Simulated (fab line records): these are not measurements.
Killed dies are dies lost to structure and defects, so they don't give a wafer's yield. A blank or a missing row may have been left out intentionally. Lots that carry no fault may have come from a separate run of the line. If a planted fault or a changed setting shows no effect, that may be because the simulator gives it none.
The same fault as seen by 2 desks | flow gf180mcu | each desk has only its own numbers; what lay behind them comes last

THE METROLOGY DESK
What the gauges read, lot by lot, whatever tool the lot ran on: means of the sampled wafers that have a number. The brackets show how far a lot's mean lies from the usual mean; more than 4 standard deviations puts the lot out of limits, marked OUT.
Columns: A = CONTACT_W_RS at GF_CONTACT_RS_MEAS_25, usual 0.385 ohm/sq; B = cd-nm at GF_M1_CD_MEAS_14, usual 230.2 nm
lot  | first seen here | A     | B
L275 | day 16 04:37    | 0.375 | 229.3
L277 | day 16 21:35    | 0.383 | 229.7
L278 | day 17 03:12    | 0.382 | 229.8
L284 | day 19 10:55    | 0.387 | 230.1
L285 | day 19 17:08    | 0.385 | 229.4
L287 | day 20 14:11    | 0.388 | 228.0
L291 | day 22 07:06    | 0.385 | 230.5
L292 | day 22 21:55    | 0.385 | 230.0
L293 | day 22 23:40    | 0.388 | 231.9
L295 | day 23 16:21    | 0.386 | 230.2
L296 | day 24 01:25    | 0.387 | 231.1
L297 | day 24 02:51    | 0.388 | 228.7
L298 | day 24 15:35    | 0.384 | 230.7
This desk found nothing out of limits on any of the 13 lots.

AT THE TOOL OWNER'S DESK: cmp-02
The tool's own readings at GF_V1_CMP_04 (polishes SiO2): means of the sampled wafers that have a number, for each lot that ran on this tool. The brackets show how far a lot's mean lies from the usual mean; more than 4 standard deviations puts the lot out of limits, marked OUT.
Columns: A = motor-current-A at GF_V1_CMP_04, usual 12.2 A; B = time-to-endpoint-s at GF_V1_CMP_04, usual 78 s
lot  | first seen here | A    | B
L275 | day 17 04:32    | 15.0 | 74
L278 | day 18 03:04    | 13.4 | 76
L284 | day 20 12:15    | 12.2 | 86
L285 | day 20 18:56    | 12.1 | 92
L287 | day 21 15:59    | 14.2 | 86
This desk found nothing out of limits on any of the 5 lots.

PUT TOGETHER
From the metrology desk's view, nothing was out of limits.
The desk of the tool owner found nothing out of limits.

WHAT HAD BEEN PUT IN BY THE SIMULATOR
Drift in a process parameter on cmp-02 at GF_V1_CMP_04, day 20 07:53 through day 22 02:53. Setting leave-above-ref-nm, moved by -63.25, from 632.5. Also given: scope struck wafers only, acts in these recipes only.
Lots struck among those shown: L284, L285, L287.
